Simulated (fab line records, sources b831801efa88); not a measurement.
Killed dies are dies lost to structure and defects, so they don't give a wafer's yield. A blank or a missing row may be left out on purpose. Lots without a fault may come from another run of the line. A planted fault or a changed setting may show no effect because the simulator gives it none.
Tool commonality check | flow gf180mcu | 12 lots, 36 wafers sampled

WHY IT WAS OPENED
At GF_MVPSD_TW_MEAS_11 the reading MVPSD_TW is flagged on 2 of 12 lots. Wafers without a fault read 552, standard deviation 3.3.
Rule: a lot is flagged when every wafer of it that has a number lies more than 4 standard deviations from that mean, or none has a number. The other lots count as sound.

lot  | measured     | on            | MVPSD_TW, wafer by wafer | flag
L576 | day 5 07:52  | film_metro-01 | 553 555 550              |
L577 | day 5 12:03  | film_metro-02 | 544 544 544              |
L580 | day 6 06:23  | film_metro-02 | 551 552 554              |
L582 | day 6 18:25  | film_metro-01 | 552 552 550              |
L583 | day 6 23:52  | film_metro-04 | 555 558 559              |
L585 | day 7 10:23  | film_metro-02 | 508 512 507              | FLAGGED
L586 | day 7 21:52  | film_metro-02 | 510 511 509              | FLAGGED
L590 | day 8 18:56  | film_metro-02 | 551 551 550              |
L592 | day 9 10:18  | film_metro-04 | 558 554 556              |
L595 | day 10 07:12 | film_metro-04 | 550 554 553              |
L597 | day 10 15:30 | film_metro-04 | 554 553 551              |
L598 | day 10 20:23 | film_metro-02 | 553 553 553              |
The numbers of the flagged lots are 510 on average: -42 against the usual, or -13 standard deviations.

WHICH TOOL RAN EACH LOT
The record holds 1 process step before the reading, out of a route of 602 steps. In each cell: the tool, then ch and the chambers that the sampled wafers went through, then the start.
lot  | flag    | GF_MVPSD_IMPLANT_08
L576 |         | implanter-02 ch 0, day 5 07:28
L577 |         | implanter-03 ch 0, day 5 11:39
L580 |         | implanter-04 ch 0, day 6 06:01
L582 |         | implanter-03 ch 0, day 6 18:01
L583 |         | implanter-02 ch 0, day 6 23:30
L585 | FLAGGED | implanter-04 ch 0, day 7 10:01
L586 | FLAGGED | implanter-04 ch 0, day 7 21:29
L590 |         | implanter-02 ch 0, day 8 18:32
L592 |         | implanter-02 ch 0, day 9 09:54
L595 |         | implanter-04 ch 0, day 10 06:48
L597 |         | implanter-04 ch 0, day 10 15:06
L598 |         | implanter-04 ch 0, day 10 19:58
What these steps do:
- GF_MVPSD_IMPLANT_08
- GF_MVPSD_TW_MEAS_11

FLAGGED OVER TOTAL, TOOL BY TOOL (the gauges that took the reading come last)
step                | tool          | lots run | flagged | share of the flagged lots | sound lots run after its first flagged lot
GF_MVPSD_IMPLANT_08 | implanter-02  | 4        | 0       | none                      | -
GF_MVPSD_IMPLANT_08 | implanter-03  | 2        | 0       | none                      | -
GF_MVPSD_IMPLANT_08 | implanter-04  | 6        | 2       | all                       | 3 (L595,L597,L598)
GF_MVPSD_TW_MEAS_11 | film_metro-01 | 2        | 0       | none                      | -
GF_MVPSD_TW_MEAS_11 | film_metro-02 | 6        | 2       | all                       | 2 (L590,L598)
GF_MVPSD_TW_MEAS_11 | film_metro-04 | 4        | 0       | none                      | -

WHAT THE TABLE ALLOWS
2 rows of the table ran every flagged lot: implanter-04 at GF_MVPSD_IMPLANT_08, film_metro-02 at GF_MVPSD_TW_MEAS_11.
- implanter-04 at GF_MVPSD_IMPLANT_08: 2 of its 6 lots flagged. Sound lots ran on it after the first flagged one (L595, L597, L598), which a lasting fault on the whole tool wouldn't allow. Its own readings lie more than 4 standard deviations out on every wafer of the flagged lots: dose_ions_cm2, faraday_current_uA.
- film_metro-02 at GF_MVPSD_TW_MEAS_11: 2 of its 6 lots flagged. Sound lots ran on it after the first flagged one (L590, L598), which a lasting fault on the whole tool wouldn't allow.
No row of the table ran every flagged lot and no sound lot after the first.

WHAT THE SIMULATOR HAD PUT IN
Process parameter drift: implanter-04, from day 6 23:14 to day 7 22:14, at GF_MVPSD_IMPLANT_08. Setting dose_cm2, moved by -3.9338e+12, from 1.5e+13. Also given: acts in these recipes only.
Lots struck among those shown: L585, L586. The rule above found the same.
